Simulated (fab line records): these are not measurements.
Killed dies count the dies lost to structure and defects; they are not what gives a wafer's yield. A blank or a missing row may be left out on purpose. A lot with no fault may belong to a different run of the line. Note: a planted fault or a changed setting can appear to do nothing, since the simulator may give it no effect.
Chamber matching ; flow gf180mcu ; GF_PASSIVATION_CVD_00 on pecvd-04: 3 sister chambers
The step deposits SiO2 from TEOS, target thk 1000 nm, time 111.95 s. 6 wafers are shown with their chamber, then 11 later ones without.

== WAFERS PAIRED WITH THEIR CHAMBERS ==
wafer;chamber;heater_power_w (W)
L083.1;1;823
L084.6;1;793
L086.2;0;579
L086.4;2;562
L086.5;0;626
L092.2;2;690

== WAFERS WITHOUT THEIR CHAMBER ==
wafer;heater_power_w (W)
L092.4;797
L092.5;569
L093.1;840
L093.2;663
L093.6;669
L096.3;522
L096.4;576
L096.6;692
L097.2;678
L097.3;603
L097.6;669

== CHAMBER TAKEN BY EACH ==
wafer;from the rows above;in truth
L092.4;1;1
L092.5;can't be placed: 0 or 2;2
L093.1;1;1
L093.2;can't be placed: 2 or 0 or 1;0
L093.6;can't be placed: 2 or 0 or 1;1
L096.3;can't be placed: 0 or 2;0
L096.4;can't be placed: 0 or 2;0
L096.6;can't be placed: 2 or 0 or 1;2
L097.2;can't be placed: 2 or 0 or 1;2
L097.3;can't be placed: 0 or 2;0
L097.6;can't be placed: 2 or 0 or 1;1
Correct placement for 2 of the 11. Not placeable from these rows: 9 (in 9, the candidates include the true chamber). Number placed wrongly: 0.
How it was worked out, from the rows above alone: a wafer's distance from a chamber is the root of the sum, over the readings, of the square of ((its reading less the chamber's mean) divided by the reading's scatter). If the next closest chamber is less than 2 further off than the closest, the wafer can't be placed; otherwise it belongs to the closest. For every chamber, the mean is computed from those of its wafers that are shown. The scatter is the square root of a quotient: the sum, over the shown wafers, of each reading's squared deviation from its chamber's mean, divided by wafers minus chambers.
